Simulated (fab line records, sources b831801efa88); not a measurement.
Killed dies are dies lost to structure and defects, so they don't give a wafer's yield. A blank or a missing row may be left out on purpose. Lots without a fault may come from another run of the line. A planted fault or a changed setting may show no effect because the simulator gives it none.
Which tool did it? | flow sky130 | 6 lots, 16 wafers sampled, at 2 steps of a route of 708

WHAT THE GAUGES READ, wafer by wafer
SKY_VT_ADJUST_LVTN_TW_MEAS_10.
lot  | measured     | on            | VT_ADJUST_LVTN_TW
L481 | day 8 13:17  | film_metro-04 | 238.3 29.6
L484 | day 8 15:33  | film_metro-03 | 29.9 239.8
L487 | day 13 16:56 | film_metro-03 | 238.1 238.9 238.3
L492 | day 14 04:23 | film_metro-03 | 238.4 237.1 238.5
L493 | day 14 06:46 | film_metro-01 | 236.8 237.0 236.7
L496 | day 14 09:56 | film_metro-03 | 238.9 238.9 238.9

WHICH TOOL RAN EACH LOT (tool, then ch and the chambers of the sampled wafers, then the start)
lot  | SKY_VT_ADJUST_LVTN_DEVELOP_06
L481 | litho_track-02 ch 0, day 8 12:00
L484 | litho_track-02 ch 0, day 8 15:00
L487 | litho_track-02 ch 0, day 13 16:00
L492 | litho_track-02 ch 0, day 14 03:00
L493 | litho_track-03 ch 0, day 14 06:00
L496 | litho_track-02 ch 0, day 14 09:00
- SKY_VT_ADJUST_LVTN_DEVELOP_06: develop time 60 s.

THE ANSWER, worked out from the rows above alone
Rule: what is usual is taken from the lots themselves. Put in order of their means at a reading, lots are off if they are a third of the lots or fewer, leave a main group of 4 or more, and stand apart from it by a gap of 3 or more times the standard deviation of the main group's means; of several such gaps the widest counts. A main group whose means are all the same, to the digits that the tables above print for the reading, isn't used. A lot without any number at a reading at which 4 lots or more have one is off too. The other lots that the step has rows for count as sound.
Off: L481, L484, at SKY_VT_ADJUST_LVTN_TW_MEAS_10 (VT_ADJUST_LVTN_TW). The main group: mean 238.0, standard deviation 0.77.
A tool fits if, at a process step before that reading, it ran every lot that is off, and no sound lot after the first of them. The gauges at SKY_VT_ADJUST_LVTN_TW_MEAS_10 are tried like those tools. None of those tried fits.

WHAT THE SIMULATOR HAD PUT IN
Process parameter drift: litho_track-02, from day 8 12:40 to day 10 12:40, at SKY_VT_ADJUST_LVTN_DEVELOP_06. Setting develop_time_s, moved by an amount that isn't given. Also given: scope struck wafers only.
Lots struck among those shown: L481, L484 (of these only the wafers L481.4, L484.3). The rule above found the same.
